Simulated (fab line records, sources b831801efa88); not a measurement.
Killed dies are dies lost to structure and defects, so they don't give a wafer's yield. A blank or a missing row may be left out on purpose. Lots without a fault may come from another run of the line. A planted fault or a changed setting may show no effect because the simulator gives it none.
Chamber matching | flow gf180mcu | GF_SAB_CVD_00 on pecvd-03: 3 sister chambers
The step deposits SiO2 from TEOS, target thk 50 nm, time 4.9302 s. 6 wafers are shown with their chamber, then 8 later ones without.

WAFERS WITH THEIR CHAMBER
wafer  | chamber | heater_power_w (W)
L202.5 | 0       | 731
L202.6 | 1       | 625
L205.2 | 0       | 606
L205.3 | 2       | 600
L205.6 | 1       | 516
L206.1 | 2       | 564

WAFERS WITHOUT THEIR CHAMBER
wafer  | heater_power_w (W)
L206.4 | 747
L206.6 | 571
L208.1 | 598
L208.4 | 567
L208.6 | 606
L210.2 | 588
L210.4 | 614
L210.6 | 587

WHICH CHAMBER EACH WENT THROUGH
wafer  | from the rows above          | in truth
L206.4 | can't be placed: 0 or 2 or 1 | 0
L206.6 | can't be placed: 1 or 2 or 0 | 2
L208.1 | can't be placed: 2 or 1 or 0 | 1
L208.4 | can't be placed: 1 or 2 or 0 | 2
L208.6 | can't be placed: 2 or 1 or 0 | 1
L210.2 | can't be placed: 2 or 1 or 0 | 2
L210.4 | can't be placed: 2 or 1 or 0 | 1
L210.6 | can't be placed: 2 or 1 or 0 | 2
Placed correctly: 0 of 8. Can't be placed from these rows: 8 (the true chamber is among the candidates in 8). Placed wrongly: 0.
How it was worked out, from the rows above alone: a wafer's distance from a chamber is the root of the sum, over the readings, of the square of ((its reading less the chamber's mean) divided by the reading's scatter). The wafer belongs to the nearest chamber; if the next one is less than 2 further off, it can't be placed. A chamber's mean is the mean of its shown wafers. The scatter: the root of (the sum of the squares of (reading less its chamber's mean) over the shown wafers, divided by (wafers less chambers)).
